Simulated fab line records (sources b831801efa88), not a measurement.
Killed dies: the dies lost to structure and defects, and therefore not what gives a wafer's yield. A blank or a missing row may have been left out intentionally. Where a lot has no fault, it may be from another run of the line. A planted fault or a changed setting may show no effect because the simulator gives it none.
A lot that was struck, set against a sound lot    flow sfq_line    13 out of 325 route steps
Sound: wafers L618.1, L618.2, L618.4. Wafers L611.3, L611.5, L611.6 were the ones struck. The cause is named last.
Each step with rows lists, per side, the tool, then ch with its chambers, then its first start. Under that, the readings that differ: sound wafers    struck wafers    difference of the means    sigmas: that difference in standard deviations of wafers without a fault.
alike: readings whose means differ by less than 2 such deviations, and words and numbers that are the same on both sides. not compared: withheld readings, readings that some wafer has no value for, bounds like >300 that may hide the same value, and numbers for which the record gives no deviation and whose values overlap.
The two part at a step that has a row with sigmas, a row that says differs or no value, or rows on one side only. Numbers that have no deviation but don't overlap get no sigmas and don't part them. Lack of a reading on every wafer of one side parts them only where that side has two or more wafers.

first, 1 step without rows for these wafers: SFQ_TRILAYER_M4_DEP_PRE_CLEAN_092 (time 22.5 s).
SFQ_TRILAYER_M4_DEP_SPUTTER_091: material Nb, target thk 200 nm, time 133.3 s.
  sound on pvd_sputter-05, day 57 11:08; struck on pvd_sputter-03, day 54 08:29
  alike: chamber_pressure_pa, throttle_valve_pct
SFQ_M4_RS_MEAS_924: measurement is done with a four-point probe.
  sound on film_metro-01, day 57 11:14; struck on film_metro-04, day 54 08:37
  alike: M4_NB_RS
then, 6 steps without rows for these wafers: SFQ_TRILAYER_M4_LITHO_COAT_098 (resist thk 62 nm); SFQ_TRILAYER_M4_LITHO_COAT_093 (resist thk 600 nm); SFQ_TRILAYER_M4_LITHO_SOFTBAKE_097; SFQ_TRILAYER_M4_LITHO_EXPOSE_094 (exposes mask M4, target cd 500 nm); SFQ_TRILAYER_M4_LITHO_PEB_096 (peb time 60 s); SFQ_TRILAYER_M4_LITHO_DEVELOP_095 (time 60 s).
-- the record jumps here: 6 days lie between the struck wafers' starts before and after --
SFQ_M4_OVL_MEAS_926:
  sound on overlay-01, day 63 01:58; struck on overlay-02, day 60 00:29
  alike: M4_OVL
SFQ_TRILAYER_M4_BARC_OPEN_METAL_ETCH_123: etches BARC in O2, target depth 125 nm, time 41.7 s.
  sound on rie_metal-03 ch 0,1, day 63 02:01; struck on rie_metal-03 ch 1, day 60 00:34
  alike: drypump_motor_current_A, oes_product_au
  not compared: rf_hours_counter_h
SFQ_TRILAYER_M4_ETCH_METAL_ETCH_096: etches Nb in Cl2/Ar, stops on SiO2, target depth 240 nm, time 120 s.
  sound on rie_metal-03 ch 0,1, day 63 02:04; struck on rie_metal-03 ch 1, day 60 00:47
reading                                              sound              struck             difference  sigmas
model.KrF_of_TRILAYER_M4_LITHO_COAT_093.thk_nm (nm)  385.3 385.7 385.3  336 331.6 335.5    -51         
model.M4.feature_depth_nm (nm)                       197.4 199.9 200.6  209.3 209.3 208.4  +9.7        
model.SiO2_of_TRILAYER_I3_DEP_PECVD_081.thk_nm (nm)  189.9 190.6 189.7  182.4 182.9 182.2  -7.6        
  alike: drypump_motor_current_A, oes_product_au
  not compared: rf_hours_counter_h
SFQ_TRILAYER_M4_STRIP_STRIP_097: strips in O2.
  sound on rie_metal-03 ch 0,1, day 63 02:12; struck on rie_metal-03 ch 1, day 60 01:32
  alike: drypump_motor_current_A, oes_product_au
  not compared: rf_hours_counter_h

## WHERE THEY PART
Nowhere in this record.

WHY: the cause the simulator had injected
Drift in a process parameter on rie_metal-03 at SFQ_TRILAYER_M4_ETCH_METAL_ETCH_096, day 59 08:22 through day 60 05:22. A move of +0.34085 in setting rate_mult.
